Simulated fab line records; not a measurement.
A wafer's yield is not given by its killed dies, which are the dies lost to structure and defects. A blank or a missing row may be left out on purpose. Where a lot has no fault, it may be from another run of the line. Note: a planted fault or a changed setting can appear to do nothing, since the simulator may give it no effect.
Code-filled problem report in 8D (eight disciplines) form	flow gf180mcu	the parts of the form that need people (team, actions taken, sign-off) are left out

== 1. PROBLEM STATEMENT ==
Wafers free of any fault read 853 nm (standard deviation 11) for V1_CVD_02_THK at GF_V1_THK_MEAS_03, against a mean of 1307 nm on 3 wafers of 2 lots. That puts it +41 standard deviations away from the usual mean.
Earliest sighting: wafer L223.3 on film_metro-03 at day 23 09:26. At this step, 42 wafers from 14 lots have a number in the record. Rule for "out" (also "out of limits"): further than 4 standard deviations from the usual mean. All remaining wafers that have a number are taken as sound.

== 2. WHAT IT IS; WHAT IT IS NOT ==
question	is	is not
which readings at this step	V1_CVD_02_THK	-
which lots	L223, L225	L206, L207, L208, L209, L211, L213, L214, L215, L216, L217, L218, L222
which wafers of those lots	L223.3, L225.3, L225.4	L223.5, L223.6, L225.1
read on which gauges	film_metro-03, film_metro-04	film_metro-02
when	from day 23 09:26	up to then (38 sound wafers); but 1 sound wafer of L225 came after

== 3. THE SUSPECTS, EACH WITH WHAT RULES IT OUT ==
Counting: a tool at a process step up to the reading stays a suspect if it ran every lot that is out. Sound lots after the first of them don't rule it out here, since some wafers of a struck lot are sound.
- the gauge at GF_V1_THK_MEAS_03: ruled out. Those wafers that are out were read across 2 gauges (film_metro-03, film_metro-04).
- pecvd-04 at GF_V1_CVD_02 (deposits SiO2 from TEOS, target thk 850 nm, time 94.851 s): kept. It processed each lot that is out (first: L223, day 23 09:21); up to then, its last sound lot is L218 (day 21 15:29).
Left after counting: pecvd-04 at GF_V1_CVD_02.

== 4. THE CAUSE (what the simulator had put in) ==
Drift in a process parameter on pecvd-04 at GF_V1_CVD_02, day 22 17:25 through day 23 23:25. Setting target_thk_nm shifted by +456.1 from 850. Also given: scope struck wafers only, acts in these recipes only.
This tool alone remained once counting was done.

== 5. THE EFFECT CHAIN, in route order ==
One row per reading whose mean, taken over the struck wafers that have a number, lies over 3 standard deviations from the usual. Only readings whose record carries a usual standard deviation are examined. hours: median over the lots of the time between each lot's start at the first step of this table that gives one and its start at this step. sigmas: the change, counted in usual standard deviations.
hours	step	reading	usual	on struck wafers	change	sigmas
0	GF_V1_THK_MEAS_03	V1_CVD_02_THK	853 nm	1307	+454	+41
3	GF_V1_CMP_04	time_to_endpoint_s	82 s	252	+170	+30
Its process steps:
- GF_V1_CMP_04: polishes SiO2.

== 6. WHAT WOULD HAVE CAUGHT IT SOONER ==
Counted from the fault's start at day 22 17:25, it took 16 hours until the first out-of-limits reading at a measuring or inspecting step in this record, taken at day 23 09:26.
Tool readings at GF_V1_CVD_02 with a usual standard deviation given in the record: none out on any struck wafer, hence no alarm at a limit of 4 standard deviations on them.
Of the lots that are out (2), L225 began GF_V1_CVD_02 on pecvd-04 after day 23 09:26. Putting the tool on hold at that point would have spared it.
